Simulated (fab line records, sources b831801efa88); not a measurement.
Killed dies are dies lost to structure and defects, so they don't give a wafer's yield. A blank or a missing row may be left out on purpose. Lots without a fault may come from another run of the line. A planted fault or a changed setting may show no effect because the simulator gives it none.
Problem report in the 8D (eight disciplines) form, filled by code | flow gf180mcu | the parts of the form that need people (team, actions taken, sign-off) are left out

1. THE PROBLEM
cd_nm at GF_HV_LDD_CD_MEAS_19 reads a mean of 380.1 nm on 6 wafers of 2 lots; wafers without a fault read 399.8 nm with a standard deviation of 2.2. That is -8.9 standard deviations from the usual mean.
The step: target cd 400 nm.
First seen on wafer L603.3, day 14 04:17, on cd_sem-01. The record holds 36 wafers of 12 lots with a number at this step. Rule for "out", or "out of limits": more than 4 standard deviations from the usual mean. The other wafers with a number count as sound.

2. WHAT IT IS AND WHAT IT IS NOT
question                    | is                     | is not
which readings at this step | cd_nm                  | -
which lots                  | L603, L607             | L592, L593, L594, L595, L596, L597, L598, L599, L600, L612
which wafers of those lots  | all that have a number | -
read on which gauges        | cd_sem-01, cd_sem-02   | -
when                        | from day 14 04:17      | up to then (27 sound wafers); but 3 sound wafers of L612 came after

3. SUSPECTS, AND WHAT RULES EACH OUT
Counting: a tool at a process step up to the reading stays a suspect if it ran every lot that is out and no sound lot after the first of them.
- the gauge at GF_HV_LDD_CD_MEAS_19: ruled out. The wafers that are out were read on 2 gauges (cd_sem-01, cd_sem-02).
- iline_stepper-02 at GF_HV_LDD_EXPOSE_16 (exposes mask Pplus LV AREA, target cd 400 nm): kept. It ran every lot that is out, first L603 (day 13 17:44), and no sound lot after that; its last sound lot up to then is L599 (day 12 11:02). Its own readings are out on those wafers: exposure_dose_mJ_cm2.
Left after counting: iline_stepper-02 at GF_HV_LDD_EXPOSE_16.

4. THE CAUSE (what the simulator had put in)
Process parameter drift: iline_stepper-02, from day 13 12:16 on, at GF_HV_LDD_EXPOSE_16. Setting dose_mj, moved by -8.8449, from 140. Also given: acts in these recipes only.
Counting left only this tool.

5. THE CHAIN OF EFFECTS, in route order
Each row: a reading whose mean over the struck wafers that have a number lies more than 3 standard deviations from the usual. Only readings for which the record gives a usual standard deviation are gone through. hours: the time from each lot's start at the first step in this table that gives one to its start at this step, as a median over the lots. sigmas: the change in usual standard deviations.
hours | step                 | reading              | usual    | on struck wafers | change | sigmas
0     | GF_HV_LDD_EXPOSE_16  | exposure_dose_mJ_cm2 | 139.98   | 131.17           | -8.81  | -55
10    | GF_HV_LDD_CD_MEAS_19 | cd_nm                | 399.8 nm | 380.1            | -19.7  | -8.9
The process steps in it:
- GF_HV_LDD_EXPOSE_16: exposes mask Pplus LV AREA, target cd 400 nm.
Later measuring or inspecting steps at which every struck wafer that the step has a row for has a number for every such reading, and none has moved that far: GF_HV_LDD_CD_MEAS_31.

6. WHAT WOULD HAVE CAUGHT IT SOONER
In this record the first reading out of limits at a measuring or inspecting step was taken at day 14 04:17, 16 hours after the fault began at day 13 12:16.
The tool's own readings at GF_HV_LDD_EXPOSE_16 were out on every struck wafer that the step has a row for (exposure_dose_mJ_cm2): an alarm limit on them would have fired on the first of those.
Of the lots that are out (2), L607 began GF_HV_LDD_EXPOSE_16 on iline_stepper-02 after day 14 04:17. A hold on the tool at that time would have spared it.
